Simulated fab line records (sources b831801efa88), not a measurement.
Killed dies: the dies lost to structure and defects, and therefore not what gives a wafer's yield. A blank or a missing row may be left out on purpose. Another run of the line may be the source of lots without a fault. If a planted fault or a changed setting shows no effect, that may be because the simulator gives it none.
fab line records	flow sky130
record lots=12	wafers=36	last_day=50
route steps=708 shown VIA1@476 METAL4@633 VIA4@651 METAL5@675 PAD_OPEN@708
lots that met no fault: taken from a fault-free run of the same line
start_h: start of the lot's first displayed wafer, in hours after the record's first day	wait_h: how many hours have passed since the lot's step before this one	" unchanged from the row above	L1.1+2: several wafers, shown together as one row	- either no value or no given start	* or withheld: withheld	< > ~ a bound
route shown NAME@n: NAME is a module with steps in the file, n the number in the route of the first one	usual: mean/standard deviation taken from wafers without a fault	same: alike in all rows	chamber/n: place in a boat	sites: each site's reading	_std_site: how widely they spread, as a standard deviation	_edge_site: outer sites' mean less inner sites'	radius_mm: how far each site lies from the wafer's centre	mask NAME#n: copy n	behind: the tool/chamber that last shaped the wafer	hold: the reason the lot was held/the length of the hold in hours/how it ended	device: the transistor (n, p or np) that didn't switch	end of line: tests run on the same wafers once the route is complete	for a step that has no rows: nothing shown but its recipe	killed: count of dies lost to structure and defects at first sort (not the wafer's yield)	map: shows each die of a wafer: x if killed, . if not, _ if none is there
set.NAME: the setting that was run; set.NAME@STEP: the one run at that earlier step	model.NAME: the simulator's own value behind a step, which no gauge read
the route's steps for a sample of lots (tables are steps, rows are wafers)
services: when a tool's chamber went out of use (start_h, in hours from the record's first day, below 0 if earlier), for how many hours, and the reason
## steps
# step SKY_VIA1_CLEAN_18
# recipe chemistry=IPA	time_s=180	temp_c=25
lot.wafer	tool	chamber	start_h	wait_h
L343.1+3+6	wet_bench-02	2	791.47	0.0
L344.1+3+6	wet_bench-03	1	795.12	0.0
L345.1+3+4	wet_bench-03	2	811.72	0.0
L346.1+2+5	wet_bench-02	1	823.88	0.0
L347.1+3+6	wet_bench-01	1	825.93	0.0
L353.4+5+6	wet_bench-03	3	875.97	0.0
L356.1+3+6	wet_bench-03	1	900.10	0.0
L357.1+3+4	wet_bench-02	3	914.25	0.0
L361.2+3+4	wet_bench-02	1	933.59	0.0
L362.2+5+6	wet_bench-01	1	937.68	0.0
L363.1+4+5	wet_bench-02	2	954.67	0.0
L365.1+5+6	wet_bench-02	0	964.13	0.0
# step SKY_METAL4_ETCH_17
# recipe target=SiO2	stop_on=TiN	chemistry=C4F8/O2/Ar	source_w=1500	bias_w=1200	pressure_mtorr=40	c4f8_flow_sccm=withheld	O2_flow_sccm=6	Ar_flow_sccm=300	time_s=3.9	target_depth_a=150
# usual oes_product_au=0.753/0.0067
lot.wafer	tool	chamber	start_h	wait_h	oes_product_au	rf_hours_counter_h
L343.1	rie_diel-03	1	978.29	0.1	0.758	24
L343.3	"	0	"	"	0.753	23
L343.6	"	0	"	"	0.752	-
L344.1	rie_diel-04	2	980.59	0.1	0.760	1
L344.3	"	3	"	"	0.758	13
L344.6	"	1	"	"	0.763	-
L345.1	rie_diel-01	2	996.46	0.1	0.750	16
L345.3	"	1	"	"	0.754	9
L345.4	"	3	"	"	0.757	4
L346.1	rie_diel-03	1	1007.00	0.2	0.757	24
L346.2	"	0	"	"	0.753	23
L346.5	"	0	"	"	0.747	-
L347.1	rie_diel-01	1	1010.60	0.1	0.741	10
L347.3	"	3	"	"	0.751	4
L347.6	"	3	"	"	0.746	-
L353.4	rie_diel-01	2	1051.74	0.1	0.747	17
L353.5	"	0	"	"	0.748	-
L353.6	"	3	"	"	0.751	-
L356.1	rie_diel-01	2	1070.50	0.2	0.749	18
L356.3	"	1	"	"	0.739	12
L356.6	"	3	"	"	0.759	-
L357.1	rie_diel-04	2	1083.99	0.1	0.752	4
L357.3	"	1	"	"	0.754	14
L357.4	"	3	"	"	0.755	16
L361.2	rie_diel-03	0	1100.72	0.1	0.751	26
L361.3	"	1	"	"	0.747	27
L361.4	"	0	"	"	0.750	-
L362.2	rie_diel-01	2	1102.57	0.1	0.753	19
L362.5	"	0	"	"	0.764	-
L362.6	"	1	"	"	0.758	-
L363.1	rie_diel-01	2	1119.26	0.1	0.748	20
L363.4	"	0	"	"	0.750	22
L363.5	"	0	"	"	0.762	-
L365.1	rie_diel-01	3	1125.06	0.1	0.755	8
L365.5	"	3	"	"	0.765	-
L365.6	"	1	"	"	0.761	-
# step SKY_VIA4_ETCH_12
# recipe target=SiO2	chemistry=C4F8/O2/Ar	stop_on=TiN	mask_material=NOVOLAK	source_w=1500	bias_w=1200	pressure_mtorr=40	c4f8_flow_sccm=withheld	O2_flow_sccm=6	Ar_flow_sccm=300	time_s=withheld	target_depth_a=5800
# usual oes_product_au=0.926/0.0046
lot.wafer	tool	chamber	start_h	wait_h	oes_product_au
L343.1	rie_diel-04	2	1002.82	0.0	0.923
L343.3	"	0	"	"	0.928
L343.6	"	2	"	"	0.924
L344.1	rie_diel-02	0	1005.34	0.0	0.920
L344.3	"	2	"	"	0.927
L344.6	"	3	"	"	0.921
L345.1	rie_diel-02	3	1020.87	0.0	0.928
L345.3	"	2	"	"	0.919
L345.4	"	1	"	"	0.925
L346.1	rie_diel-04	2	1030.57	0.0	0.926
L346.2	"	1	"	"	0.924
L346.5	"	0	"	"	0.917
L347.1	rie_diel-03	0	1034.19	0.0	0.928
L347.3	"	3	"	"	0.922
L347.6	"	0	"	"	0.922
L353.4	rie_diel-02	2	1074.59	0.0	0.928
L353.5	"	1	"	"	0.929
L353.6	"	0	"	"	0.933
L356.1	rie_diel-04	3	1092.27	0.0	0.935
L356.3	"	2	"	"	0.927
L356.6	"	2	"	"	0.929
L357.1	rie_diel-02	0	1105.69	0.0	0.929
L357.3	"	1	"	"	0.932
L357.4	"	3	"	"	0.926
L361.2	rie_diel-04	1	1121.54	0.0	0.923
L361.3	"	0	"	"	0.928
L361.4	"	2	"	"	0.935
L362.2	rie_diel-04	3	1124.04	0.0	0.919
L362.5	"	1	"	"	0.926
L362.6	"	0	"	"	0.922
L363.1	rie_diel-04	3	1139.32	0.0	0.935
L363.4	"	1	"	"	0.919
L363.5	"	3	"	"	0.925
L365.1	rie_diel-04	1	1145.74	0.0	0.925
L365.5	"	0	"	"	0.926
L365.6	"	1	"	"	0.931
# step SKY_METAL5_DESCUM_14
# recipe chemistry=O2	source_power_w=150	bias_power_w=0	pressure_mtorr=10	temp_c=40	time_s=11
# usual drypump_motor_current_A=5.7/0.4	oes_product_au=1.000/0.014
lot.wafer	tool	chamber	start_h	wait_h	drypump_motor_current_A	oes_product_au	rf_hours_counter_h
L343.1	rie_metal-04	0	1026.58	0.1	5.3	1.013	19
L343.3	"	0	"	"	5.3	1.020	-
L343.6	"	0	"	"	5.3	1.009	-
L344.1	rie_metal-02	0	1029.17	0.1	5.4	0.997	1
L344.3	"	0	"	"	5.5	0.985	-
L344.6	"	0	"	"	5.4	0.997	-
L345.1	rie_metal-02	1	1044.59	0.1	6.3	0.984	9
L345.3	"	0	"	"	5.5	0.996	-
L345.4	"	1	"	"	6.3	0.982	-
L346.1	rie_metal-03	1	1054.49	0.1	5.5	1.014	8
L346.2	"	1	"	"	5.5	1.021	-
L346.5	"	1	"	"	5.5	1.008	-
L347.1	rie_metal-03	1	1057.38	0.1	5.5	1.020	9
L347.3	"	1	"	"	5.5	1.014	-
L347.6	"	1	"	"	5.5	1.014	-
L353.4	rie_metal-02	1	1096.49	0.1	6.3	0.977	-
L353.5	"	0	"	"	5.4	1.001	-
L353.6	"	1	"	"	6.3	0.985	-
L356.1	rie_metal-02	1	1114.27	0.1	6.3	0.997	13
L356.3	"	0	"	"	5.4	1.002	-
L356.6	"	1	"	"	6.3	0.991	-
L357.1	rie_metal-04	1	1127.38	0.1	6.2	0.987	6
L357.3	"	0	"	"	5.3	0.995	-
L357.4	"	1	"	"	6.1	1.006	-
L361.2	rie_metal-02	1	1142.22	0.1	6.3	0.991	16
L361.3	"	0	"	"	5.4	0.994	-
L361.4	"	1	"	"	6.3	0.990	-
L362.2	rie_metal-03	0	1144.54	0.1	6.3	0.990	6
L362.5	"	1	"	"	5.4	1.006	-
L362.6	"	0	"	"	6.3	0.988	-
L363.1	rie_metal-02	1	1158.12	0.1	6.3	0.982	16
L363.4	"	0	"	"	5.5	0.990	-
L363.5	"	1	"	"	6.3	0.987	-
L365.1	rie_metal-02	1	1165.59	0.1	6.3	0.974	17
L365.5	"	1	"	"	6.3	0.991	-
L365.6	"	0	"	"	5.4	0.979	-
# step SKY_PAD_OPEN_PROBE_99
# usual defect_limited_yield=82.4/1.9	killed_at_M0_to_M3=43/7.1	killed_at_M4_up=3.2/1.7	killed_at_contacts=24/5.6	killed_at_front_end=16/5	killed_at_other=0.4/0.68	killed_dies=86/9.3	killed_open=47/7.1	killed_short=39/5.7	sort_bin_3_pad_short=0.9/0.38	sort_bin_5_function=10.4/1.5	sort_bin_6_memory=6.3/1.3	sort_n_pass=406/9.3	sort_yield_pct=82.4/1.9
# same gross_dies=492	killed_at_back_side=0	sort_bin_4_leakage[%]=0	sort_bin_8_speed[%]=0
lot.wafer	tool	chamber	start_h	wait_h	defect_limited_yield[%]	killed_at_M0_to_M3	killed_at_M4_up	killed_at_contacts	killed_at_front_end	killed_at_other	killed_dies	killed_open	killed_short	sort_bin_3_pad_short[%]	sort_bin_5_function[%]	sort_bin_6_memory[%]	sort_n_pass	sort_yield_pct[%]
L346.1	prober-02	-	1099.20	0.1	84.3	33	1	18	25	0	77	46	31	1.2	8.9	5.5	415	84.3
L346.2	prober-02	-	1099.25	0.1	82.7	50	2	22	10	1	85	50	34	0.2	10.2	6.9	407	82.7
L346.5	prober-02	-	1099.40	0.2	83.9	42	2	20	15	0	79	42	37	0.6	8.7	6.7	413	83.9
L347.1	prober-01	-	1102.40	0.1	83.7	41	5	18	15	1	80	39	39	0.8	9.8	5.7	412	83.7
L347.3	prober-01	-	1102.50	0.2	85.4	39	2	12	19	0	72	34	37	1.0	8.9	4.7	420	85.4
L347.6	prober-01	-	1102.65	0.2	82.3	44	7	26	10	0	87	44	43	1.0	8.5	8.1	405	82.3
L353.4	prober-01	-	1140.06	0.2	72.2	110	4	18	5	0	137	43	34	2.8	17.9	7.1	355	72.2
L353.5	prober-01	-	1140.11	0.2	71.7	105	1	24	8	1	139	50	27	3.7	16.1	8.5	353	71.7
L353.6	prober-01	-	1140.16	0.2	71.5	103	3	25	8	1	140	37	42	2.8	17.1	8.5	352	71.5
L356.1	prober-02	-	1155.63	0.1	74.4	91	7	20	8	0	126	35	45	3.0	16.5	6.1	366	74.4
L356.3	prober-02	-	1155.73	0.2	72.2	93	1	25	18	0	137	58	32	4.1	17.5	6.3	355	72.2
L356.6	prober-02	-	1155.88	0.2	74.2	76	4	29	16	2	127	52	29	3.5	16.5	5.9	365	74.2
L361.2	prober-01	-	1180.54	0.1	79.5	56	4	24	17	0	101	56	44	0.8	11.2	8.5	391	79.5
L361.3	prober-01	-	1180.59	0.2	82.7	39	2	29	15	0	85	49	36	0.6	9.3	7.3	407	82.7
L361.4	prober-01	-	1180.64	0.2	83.1	39	3	30	10	1	83	44	39	1.4	8.5	6.9	409	83.1
L362.2	prober-02	-	1182.16	0.1	80.9	49	2	29	14	0	94	51	42	0.6	11.6	6.9	398	80.9
L362.5	prober-02	-	1182.31	0.2	79.7	43	5	23	29	0	100	58	42	1.0	10.4	8.9	392	79.7
L362.6	prober-02	-	1182.36	0.2	82.1	36	5	27	20	0	88	46	41	1.0	11.2	5.7	404	82.1
L363.1	prober-02	-	1193.78	0.1	83.9	32	2	33	12	0	79	47	32	0.4	11.4	4.3	413	83.9
L363.4	prober-02	-	1193.93	0.2	81.5	36	3	29	23	0	91	46	45	0.8	13.6	4.1	401	81.5
L363.5	prober-02	-	1193.98	0.2	81.3	53	2	26	11	0	92	47	45	0.6	11.0	7.1	400	81.3
L365.1	prober-02	-	1201.82	0.1	84.6	42	1	13	20	0	76	37	39	1.0	8.7	5.7	416	84.6
L365.5	prober-02	-	1202.02	0.2	83.7	35	4	27	14	0	80	45	35	1.0	9.3	5.9	412	83.7
L365.6	prober-02	-	1202.07	0.2	80.5	58	4	20	14	0	96	58	38	0.6	11.0	7.9	396	80.5
# killed by level:class
L346.1 CONTACT:geometric_particle:open=10 VIA1:geometric_particle:open=8 FIELD_ISO:geometric_particle:short=7 FIELD_ISO:geometric_particle:open=5 VIA3:geometric_particle:open=5 POLY_GATE:geometric_particle:open=4 LI_CONTACT:geometric_particle:open=4 METAL1:geometric_particle:short=4
L346.2 VIA3:geometric_particle:open=13 CONTACT:geometric_particle:open=8 METAL2:geometric_particle:short=8 VIA1:geometric_particle:open=8 LI_CONTACT:geometric_particle:open=6 VIA2:geometric_particle:open=6 LOCAL_INTERCONNECT:geometric_particle:short=5 METAL1:geometric_particle:short=4
L346.5 VIA1:geometric_particle:open=13 FIELD_ISO:geometric_particle:short=6 CONTACT:geometric_particle:open=6 VIA2:geometric_particle:open=6 VIA3:geometric_particle:open=6 LI_CONTACT:geometric_particle:open=5 LOCAL_INTERCONNECT:geometric_particle:short=5 POLY_GATE:geometric_particle:short=4
L347.1 CONTACT:geometric_particle:open=8 LI_CONTACT:geometric_particle:open=6 VIA1:geometric_particle:open=6 VIA3:geometric_particle:open=6 FIELD_ISO:geometric_particle:short=5 POLY_GATE:geometric_particle:short=5 METAL1:geometric_particle:short=5 VIA1:geometric_particle:short=5
L347.3 VIA1:geometric_particle:open=10 POLY_GATE:geometric_particle:short=7 VIA3:geometric_particle:open=7 METAL1:geometric_particle:short=6 METAL2:geometric_particle:short=4 FIELD_ISO:geometric_particle:open=3 POLY_GATE:geometric_particle:open=3 LOCAL_INTERCONNECT:geometric_particle:short=3
L347.6 VIA1:geometric_particle:short=12 CONTACT:geometric_particle:open=10 VIA2:geometric_particle:open=8 VIA1:geometric_particle:open=8 LI_CONTACT:geometric_particle:open=5 CONTACT:geometric_particle:short=4 METAL4:geometric_particle:short=4 FIELD_ISO:geometric_particle:open=3
L353.4 VIA1:unspecified=59 VIA1:geometric_particle:open=14 CONTACT:geometric_particle:open=8 VIA3:geometric_particle:open=7 VIA2:geometric_particle:open=5 VIA1:geometric_particle:short=5 LI_CONTACT:geometric_particle:short=4 LI_CONTACT:geometric_particle:open=4
L353.5 VIA1:unspecified=62 VIA1:geometric_particle:open=14 CONTACT:geometric_particle:open=10 LI_CONTACT:geometric_particle:open=8 VIA2:geometric_particle:open=6 METAL1:geometric_particle:short=5 POLY_GATE:geometric_particle:open=3 CONTACT:geometric_particle:short=3
L353.6 VIA1:unspecified=60 VIA1:geometric_particle:open=10 LI_CONTACT:geometric_particle:open=7 CONTACT:geometric_particle:open=7 METAL1:geometric_particle:short=6 VIA1:geometric_particle:short=6 VIA2:geometric_particle:short=5 CONTACT:geometric_particle:short=4
L356.1 VIA1:unspecified=46 VIA1:geometric_particle:short=11 VIA1:geometric_particle:open=9 VIA2:geometric_particle:open=6 CONTACT:geometric_particle:open=5 CONTACT:geometric_particle:short=5 LI_CONTACT:geometric_particle:open=4 LOCAL_INTERCONNECT:geometric_particle:short=4
L356.3 VIA1:unspecified=47 CONTACT:geometric_particle:open=12 VIA1:geometric_particle:open=11 LI_CONTACT:geometric_particle:open=9 VIA2:geometric_particle:open=7 FIELD_ISO:geometric_particle:open=5 VIA2:geometric_particle:short=5 POLY_GATE:geometric_particle:open=4
L356.6 VIA1:unspecified=45 CONTACT:geometric_particle:open=10 LI_CONTACT:geometric_particle:open=8 VIA1:geometric_particle:open=8 CONTACT:geometric_particle:short=7 POLY_GATE:geometric_particle:open=6 VIA2:geometric_particle:open=5 VIA3:geometric_particle:open=5
L361.2 VIA1:geometric_particle:open=19 LI_CONTACT:geometric_particle:open=7 VIA1:geometric_particle:short=7 LOCAL_INTERCONNECT:geometric_particle:short=6 CONTACT:geometric_particle:open=6 VIA2:geometric_particle:open=6 VIA3:geometric_particle:open=6 METAL3:geometric_particle:short=6
L361.3 LI_CONTACT:geometric_particle:open=12 VIA1:geometric_particle:open=7 METAL1:geometric_particle:short=7 CONTACT:geometric_particle:open=7 VIA2:geometric_particle:open=7 FIELD_ISO:geometric_particle:short=5 VIA3:geometric_particle:open=5 CONTACT:geometric_particle:short=4
L361.4 VIA1:geometric_particle:open=8 VIA2:geometric_particle:open=7 LI_CONTACT:geometric_particle:open=7 LOCAL_INTERCONNECT:geometric_particle:short=6 CONTACT:geometric_particle:short=6 METAL1:geometric_particle:short=6 CONTACT:geometric_particle:open=5 VIA3:geometric_particle:open=5
L362.2 VIA1:geometric_particle:open=14 LI_CONTACT:geometric_particle:open=9 CONTACT:geometric_particle:open=9 LOCAL_INTERCONNECT:geometric_particle:short=7 METAL2:geometric_particle:short=6 METAL1:geometric_particle:short=6 VIA1:geometric_particle:short=6 FIELD_ISO:geometric_particle:short=5
L362.5 VIA1:geometric_particle:open=12 CONTACT:geometric_particle:open=11 VIA2:geometric_particle:open=9 POLY_GATE:geometric_particle:short=6 FIELD_ISO:geometric_particle:open=5 POLY_GATE:geometric_particle:open=5 LI_CONTACT:geometric_particle:open=5 METAL2:geometric_particle:short=5
L362.6 CONTACT:geometric_particle:open=10 VIA1:geometric_particle:open=8 VIA1:geometric_particle:short=7 LOCAL_INTERCONNECT:geometric_particle:short=7 FIELD_ISO:geometric_particle:short=5 VIA2:geometric_particle:open=5 FIELD_ISO:geometric_particle:open=4 VIA3:geometric_particle:open=4
L363.1 CONTACT:geometric_particle:open=13 VIA3:geometric_particle:open=8 LI_CONTACT:geometric_particle:open=6 VIA2:geometric_particle:open=5 FIELD_ISO:geometric_particle:short=4 LOCAL_INTERCONNECT:geometric_particle:short=4 CONTACT:geometric_particle:short=4 VIA1:geometric_particle:open=4
L363.4 CONTACT:geometric_particle:open=11 METAL2:geometric_particle:short=8 VIA3:geometric_particle:open=8 FIELD_ISO:geometric_particle:short=7 VIA1:geometric_particle:open=7 CONTACT:geometric_particle:short=6 LI_CONTACT:geometric_particle:open=6 VIA1:geometric_particle:short=6
L363.5 METAL2:geometric_particle:short=13 VIA1:geometric_particle:open=11 LI_CONTACT:geometric_particle:open=10 VIA2:geometric_particle:open=10 CONTACT:geometric_particle:open=5 CONTACT:geometric_particle:short=5 FIELD_ISO:geometric_particle:short=4 VIA3:geometric_particle:short=3
L365.1 VIA3:geometric_particle:open=10 METAL3:geometric_particle:short=7 METAL1:geometric_particle:short=6 CONTACT:geometric_particle:open=6 VIA1:geometric_particle:short=5 FIELD_ISO:geometric_particle:short=4 POLY_GATE:geometric_particle:open=4 VIA2:geometric_particle:open=4
L365.5 LI_CONTACT:geometric_particle:open=12 VIA3:geometric_particle:open=7 CONTACT:geometric_particle:short=6 POLY_GATE:geometric_particle:open=5 VIA1:geometric_particle:open=5 VIA2:geometric_particle:open=5 FIELD_ISO:geometric_particle:short=4 METAL2:geometric_particle:short=4
L365.6 VIA1:geometric_particle:open=14 VIA3:geometric_particle:open=12 LI_CONTACT:geometric_particle:open=7 CONTACT:geometric_particle:open=7 VIA2:geometric_particle:open=6 METAL2:geometric_particle:short=6 FIELD_ISO:geometric_particle:open=5 METAL3:geometric_particle:short=5
## services
tool	chamber	start_h	hours	kind
rie_diel-01	3	777.20	4.4	repair
rie_diel-04	2	780.09	7.7	repair
rie_diel-01	3	786.19	15.9	repair
rie_diel-04	1	792.95	14.8	repair
wet_bench-02	-	797.64	3.6	repair
rie_diel-01	2	800.74	11.3	repair
rie_diel-02	-	822.75	14.6	pm
rie_diel-01	-	829.38	1.8	repair
rie_diel-04	3	876.71	6.6	repair
rie_metal-02	-	896.25	0.4	repair
rie_diel-01	1	897.52	3.9	repair
wet_bench-02	-	902.30	1.4	repair
rie_diel-01	3	913.37	9.5	repair
rie_diel-01	2	931.53	2.8	repair
rie_diel-04	3	974.81	4.3	repair
rie_diel-01	1	982.66	4.3	repair
rie_metal-02	1	1020.09	14.6	repair
rie_diel-01	3	1105.53	6.5	repair
rie_diel-04	-	1117.10	2.8	pm
rie_diel-01	2	1119.56	9.6	repair
rie_metal-02	-	1142.49	14.6	pm
rie_diel-01	-	1144.62	15.6	pm
rie_diel-04	3	1150.81	7.5	repair
rie_diel-01	3	1162.85	4.4	repair
## key
first_sign step=SKY_PAD_OPEN_PROBE_99	reading=killed_at_M0_to_M3	direction=up	sigmas=7.5	usual=43	struck=96
effect step=SKY_PAD_OPEN_PROBE_99	reading=sort_bin_3_pad_short	direction=up	sigmas=6.4	usual=0.9	struck=3.3
met_at SKY_VIA1_CLEAN_18
struck_lots L353,L356
not_acting_at SKY_METAL4_ETCH_17,SKY_VIA4_ETCH_12,SKY_METAL5_DESCUM_14
onset_between 811.72 875.97
fault kind=chamber_particle_source	tool=wet_bench-03	chamber=-	onset_h=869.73	steps=SKY_VIA1_CLEAN_18	rate_per_visit_cm2=1.0801	end_h=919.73
